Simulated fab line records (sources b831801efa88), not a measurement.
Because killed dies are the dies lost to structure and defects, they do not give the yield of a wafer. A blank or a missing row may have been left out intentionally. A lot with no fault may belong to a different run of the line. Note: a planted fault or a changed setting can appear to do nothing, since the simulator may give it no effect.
What tool caused it? || flow sky130 || Sampling: 7 lots, 21 wafers, 4 of 708 route steps

WHAT THE GAUGES SHOWED, per wafer
SKY_METAL4_OVL_MEAS_14.
{"lot": "L756", "measured": "day 43 05:42", "on": "overlay-01", "METAL4_OVL (nm)": "0 -3 8"}
{"lot": "L761", "measured": "day 44 02:26", "on": "overlay-02", "METAL4_OVL (nm)": "6 5 1"}
{"lot": "L766", "measured": "day 44 22:58", "on": "overlay-02", "METAL4_OVL (nm)": "4 12 10"}
{"lot": "L768", "measured": "day 45 14:00", "on": "overlay-01", "METAL4_OVL (nm)": "6 10 14"}
{"lot": "L771", "measured": "day 46 14:15", "on": "overlay-02", "METAL4_OVL (nm)": "-1 -2 0"}
{"lot": "L773", "measured": "day 46 21:29", "on": "overlay-02", "METAL4_OVL (nm)": "-2 -5 -7"}
{"lot": "L776", "measured": "day 47 18:04", "on": "overlay-01", "METAL4_OVL (nm)": "-4 0 -3"}

WHICH TOOL RAN EACH LOT (tool, then ch and the chambers of the sampled wafers, then the start)
{"lot": "L756", "SKY_METAL4_SPUTTER_02": "pvd-sputter-03, day 41 07:08", "SKY_METAL4_SPUTTER_03": "pvd-sputter-03, day 41 07:11", "SKY_METAL4_DEVELOP_12": "litho-track-03 ch 0, day 43 05:00"}
{"lot": "L761", "SKY_METAL4_SPUTTER_02": "pvd-sputter-02, day 42 04:40", "SKY_METAL4_SPUTTER_03": "pvd-sputter-02, day 42 04:43", "SKY_METAL4_DEVELOP_12": "litho-track-02 ch 0, day 44 02:00"}
{"lot": "L766", "SKY_METAL4_SPUTTER_02": "pvd-sputter-03, day 43 01:41", "SKY_METAL4_SPUTTER_03": "pvd-sputter-03, day 43 01:44", "SKY_METAL4_DEVELOP_12": "litho-track-03 ch 0, day 44 22:00"}
{"lot": "L768", "SKY_METAL4_SPUTTER_02": "pvd-sputter-04, day 43 17:58", "SKY_METAL4_SPUTTER_03": "pvd-sputter-04, day 43 18:01", "SKY_METAL4_DEVELOP_12": "litho-track-02 ch 0, day 45 13:00"}
{"lot": "L771", "SKY_METAL4_SPUTTER_02": "pvd-sputter-02, day 44 18:38", "SKY_METAL4_SPUTTER_03": "pvd-sputter-02, day 44 18:40", "SKY_METAL4_DEVELOP_12": "litho-track-02 ch 0, day 46 14:00"}
{"lot": "L773", "SKY_METAL4_SPUTTER_02": "pvd-sputter-03, day 45 02:59", "SKY_METAL4_SPUTTER_03": "pvd-sputter-03, day 45 03:01", "SKY_METAL4_DEVELOP_12": "litho-track-02 ch 0, day 46 21:00"}
{"lot": "L776", "SKY_METAL4_SPUTTER_02": "pvd-sputter-02, day 45 22:32", "SKY_METAL4_SPUTTER_03": "pvd-sputter-02, day 45 22:34", "SKY_METAL4_DEVELOP_12": "litho-track-02 ch 0, day 47 17:00"}
- SKY_METAL4_SPUTTER_02: material AlCu, target thk 735 nm, time 39.1 s.
- SKY_METAL4_SPUTTER_03: material Ti, target thk 5 nm, time 3.3 s.
- SKY_METAL4_DEVELOP_12: develop time 60 s.

THE ANSWER, worked out from the rows above alone
Rule: the lots themselves supply what counts as usual. Put in order of their means at a reading, lots are off if they are a third of the lots or fewer, leave a main group of 4 or more, and stand apart from it by a gap of 3 or more times the standard deviation of the main group's means; of several such gaps the widest counts. A main group whose means are all the same, to the digits that the tables above print for the reading, isn't used. Also off: a lot with no number at a reading for which 4 or more lots have one. All remaining lots with rows at the step are treated as sound.
No lot is off at any reading shown: from this, nothing can be told.

WHAT THE SIMULATOR HAD INSERTED
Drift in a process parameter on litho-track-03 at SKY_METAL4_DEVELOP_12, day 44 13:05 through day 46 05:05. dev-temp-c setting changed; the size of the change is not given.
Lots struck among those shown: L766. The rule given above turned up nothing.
